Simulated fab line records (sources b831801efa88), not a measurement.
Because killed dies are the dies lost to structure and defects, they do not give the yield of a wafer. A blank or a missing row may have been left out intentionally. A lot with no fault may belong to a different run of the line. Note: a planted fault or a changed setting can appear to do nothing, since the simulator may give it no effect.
What tool caused it? / flow sky130 / 14 lots with 42 wafers sampled at 5 steps, on a route of 708 steps

## WHAT THE GAUGES SHOWED, per wafer
SKY_SONOS_ONO_THK_MEAS_05.
lot=L905; measured=day 11 19:03; on=film-metro-02; SONOS_ONO_CVD_04_THK (nm)=5.53 5.45 5.53
lot=L906; measured=day 11 21:06; on=film-metro-04; SONOS_ONO_CVD_04_THK (nm)=5.71 5.72 5.77
lot=L907; measured=day 12 03:19; on=film-metro-04; SONOS_ONO_CVD_04_THK (nm)=5.73 5.76 5.78
lot=L908; measured=day 12 15:26; on=film-metro-02; SONOS_ONO_CVD_04_THK (nm)=5.73 5.73 5.79
lot=L909; measured=day 12 23:24; on=film-metro-02; SONOS_ONO_CVD_04_THK (nm)=5.82 5.87 5.79
lot=L910; measured=day 13 05:56; on=film-metro-01; SONOS_ONO_CVD_04_THK (nm)=5.57 5.56 5.65
lot=L913; measured=day 14 05:16; on=film-metro-01; SONOS_ONO_CVD_04_THK (nm)=5.74 5.70 5.76
lot=L914; measured=day 14 11:08; on=film-metro-01; SONOS_ONO_CVD_04_THK (nm)=5.67 5.67 5.58
lot=L916; measured=day 15 03:19; on=film-metro-04; SONOS_ONO_CVD_04_THK (nm)=5.74 5.66 5.78
lot=L917; measured=day 15 12:14; on=film-metro-01; SONOS_ONO_CVD_04_THK (nm)=5.91 5.81 5.89
lot=L919; measured=day 15 23:16; on=film-metro-04; SONOS_ONO_CVD_04_THK (nm)=5.62 5.61 5.67
lot=L922; measured=day 17 04:12; on=film-metro-02; SONOS_ONO_CVD_04_THK (nm)=5.65 5.66 5.72
lot=L923; measured=day 17 13:13; on=film-metro-01; SONOS_ONO_CVD_04_THK (nm)=5.63 5.72 5.62
lot=L925; measured=day 18 04:23; on=film-metro-01; SONOS_ONO_CVD_04_THK (nm)=5.86 5.75 5.92

SKY_POLY_GATE_OVL_MEAS_14.
lot=L905; measured=day 16 10:31; on=overlay-02; POLY_GATE_OVL (nm)=1 -3 4
lot=L906; measured=day 16 16:22; on=overlay-01; POLY_GATE_OVL (nm)=4 7 5
lot=L907; measured=day 16 22:25; on=overlay-02; POLY_GATE_OVL (nm)=-1 -5 -2
lot=L908; measured=day 17 11:34; on=overlay-02; POLY_GATE_OVL (nm)=-5 2 -1
lot=L909; measured=day 17 20:34; on=overlay-02; POLY_GATE_OVL (nm)=4 4 -5
lot=L910; measured=day 18 04:07; on=overlay-01; POLY_GATE_OVL (nm)=3 5 3
lot=L913; measured=day 19 11:04; on=overlay-01; POLY_GATE_OVL (nm)=7 3 7
lot=L914; measured=day 19 14:43; on=overlay-01; POLY_GATE_OVL (nm)=-4 -7 -2
lot=L916; measured=day 20 11:34; on=overlay-02; POLY_GATE_OVL (nm)=-1 -1 -4
lot=L917; measured=day 20 21:37; on=overlay-02; POLY_GATE_OVL (nm)=7 8 13
lot=L919; measured=day 21 09:10; on=overlay-01; POLY_GATE_OVL (nm)=-5 -5 -1
lot=L922; measured=day 22 14:07; on=overlay-02; POLY_GATE_OVL (nm)=12 13 5
lot=L923; measured=day 23 00:34; on=overlay-02; POLY_GATE_OVL (nm)=-2 4 1
lot=L925; measured=day 23 12:49; on=overlay-02; POLY_GATE_OVL (nm)=3 0 -2

SKY_LDD_P_CD_MEAS_07: the cd target is 380 nm.
lot=L905; measured=day 19 00:22; on=cd-sem-01; cd-nm (nm)=377.8 377.4 377.2
lot=L906; measured=day 19 07:41; on=cd-sem-02; cd-nm (nm)=380.8 380.8 381.4
lot=L907; measured=day 19 13:45; on=cd-sem-01; cd-nm (nm)=383.0 382.7 380.7
lot=L908; measured=day 20 04:21; on=cd-sem-02; cd-nm (nm)=379.5 381.1 379.9
lot=L909; measured=day 20 11:44; on=cd-sem-02; cd-nm (nm)=381.8 381.6 382.8
lot=L910; measured=day 20 22:56; on=cd-sem-01; cd-nm (nm)=378.4 379.5 374.6
lot=L913; measured=day 22 03:40; on=cd-sem-02; cd-nm (nm)=377.6 374.7 376.5
lot=L914; measured=day 22 07:57; on=cd-sem-01; cd-nm (nm)=382.2 383.0 385.2
lot=L916; measured=day 23 05:06; on=cd-sem-01; cd-nm (nm)=381.0 378.3 378.3
lot=L917; measured=day 23 12:53; on=cd-sem-01; cd-nm (nm)=376.8 376.1 377.7
lot=L919; measured=day 24 00:16; on=cd-sem-02; cd-nm (nm)=382.9 380.3 384.6
lot=L922; measured=day 25 04:17; on=cd-sem-01; cd-nm (nm)=379.2 377.2 375.4
lot=L923; measured=day 25 14:39; on=cd-sem-01; cd-nm (nm)=379.9 379.2 379.8
lot=L925; measured=day 26 02:55; on=cd-sem-01; cd-nm (nm)=382.7 382.8 383.7

SKY_METAL3_CD_MEAS_13: the cd target is 300 nm.
lot=L905; measured=day 38 12:23; on=cd-sem-02; cd-nm (nm)=299.5 300.8 298.4
lot=L906; measured=day 38 15:58; on=cd-sem-01; cd-nm (nm)=301.1 299.8 300.5
lot=L907; measured=day 38 22:27; on=cd-sem-01; cd-nm (nm)=301.9 300.1 301.2
lot=L908; measured=day 39 08:59; on=cd-sem-01; cd-nm (nm)=300.8 300.6 301.0
lot=L909; measured=day 39 16:48; on=cd-sem-01; cd-nm (nm)=301.8 302.9 301.7
lot=L910; measured=day 40 03:23; on=cd-sem-01; cd-nm (nm)=304.3 303.4 302.4
lot=L913; measured=day 41 01:28; on=cd-sem-01; cd-nm (nm)=299.8 300.3 299.0
lot=L914; measured=day 41 02:18; on=cd-sem-01; cd-nm (nm)=298.9 299.0 296.6
lot=L916; measured=day 41 19:05; on=cd-sem-02; cd-nm (nm)=302.4 302.2 301.6
lot=L917; measured=day 42 03:32; on=cd-sem-01; cd-nm (nm)=301.6 300.7 301.5
lot=L919; measured=day 42 11:10; on=cd-sem-01; cd-nm (nm)=297.9 297.5 297.8
lot=L922; measured=day 43 07:50; on=cd-sem-01; cd-nm (nm)=300.5 300.0 243.2
lot=L923; measured=day 43 15:46; on=cd-sem-02; cd-nm (nm)=244.0 301.7 301.0
lot=L925; measured=day 44 02:33; on=cd-sem-02; cd-nm (nm)=300.6 301.2 300.0

## WHAT TOOL EACH LOT RAN ON (gives the tool, then ch and the chambers of the sampled wafers, and finally the start)
lot=L905; SKY_METAL3_EXPOSE_10=krf-scanner-01 ch 0, day 37 23:32
lot=L906; SKY_METAL3_EXPOSE_10=krf-scanner-01 ch 0, day 38 04:24
lot=L907; SKY_METAL3_EXPOSE_10=krf-scanner-01 ch 0, day 38 10:27
lot=L908; SKY_METAL3_EXPOSE_10=krf-scanner-02 ch 0, day 38 20:31
lot=L909; SKY_METAL3_EXPOSE_10=krf-scanner-01 ch 0, day 39 04:47
lot=L910; SKY_METAL3_EXPOSE_10=krf-scanner-01 ch 0, day 39 15:17
lot=L913; SKY_METAL3_EXPOSE_10=krf-scanner-01 ch 0, day 40 13:38
lot=L914; SKY_METAL3_EXPOSE_10=krf-scanner-01 ch 0, day 40 14:56
lot=L916; SKY_METAL3_EXPOSE_10=krf-scanner-01 ch 0, day 41 07:41
lot=L917; SKY_METAL3_EXPOSE_10=krf-scanner-02 ch 0, day 41 15:37
lot=L919; SKY_METAL3_EXPOSE_10=krf-scanner-01 ch 0, day 41 23:10
lot=L922; SKY_METAL3_EXPOSE_10=krf-scanner-01 ch 0, day 42 20:57
lot=L923; SKY_METAL3_EXPOSE_10=krf-scanner-01 ch 0, day 43 04:04
lot=L925; SKY_METAL3_EXPOSE_10=krf-scanner-02 ch 0, day 43 15:27
- SKY_METAL3_EXPOSE_10: exposes mask MM3, target cd 300 nm.

## AS READ BY THE TOOLS THEMSELVES (means over the sampled wafers that have a number; for cases with no such wafer, the mark the record gives instead)
The record holds no such reading with a usual standard deviation.

## THE ANSWER, worked out from the rows above alone
Rule: what is usual is taken from the lots themselves. Put in order of their means at a reading, lots are off if they are a third of the lots or fewer, leave a main group of 4 or more, and stand apart from it by a gap of 3 or more times the standard deviation of the main group's means; of several such gaps the widest counts. A main group is skipped when, at the precision printed for the reading in the tables above, its means are all equal. A lot without any number at a reading at which 4 lots or more have one is off too. Any other lot the step has rows for is counted as sound. The gauges are gone through in route order, then the tools' own readings, and for those a lot's mean is taken as printed above. The first step at which some lot is off is used, and at that step the reading that is off furthest; a lot without a number counts as furthest.
Off: L922, L923 (SKY_METAL3_CD_MEAS_13, cd-nm). Mean 300.6 nm and standard deviation 1.6 in the main group.
A tool fits if, at a process step before that reading, it ran every lot that is off, and no sound lot after the first of them. Those tools and the gauges at SKY_METAL3_CD_MEAS_13 are tried in the same way. One candidate fits, namely krf-scanner-01 at SKY_METAL3_EXPOSE_10. Its last sound lot is L919 (day 41 23:10), its first lot that is off L922 (day 42 20:57): a fault that began between those two fits.

## WHAT THE SIMULATOR HAD PUT IN
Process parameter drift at SKY_METAL3_EXPOSE_10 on krf-scanner-01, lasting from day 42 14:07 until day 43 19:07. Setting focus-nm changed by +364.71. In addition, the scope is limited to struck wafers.
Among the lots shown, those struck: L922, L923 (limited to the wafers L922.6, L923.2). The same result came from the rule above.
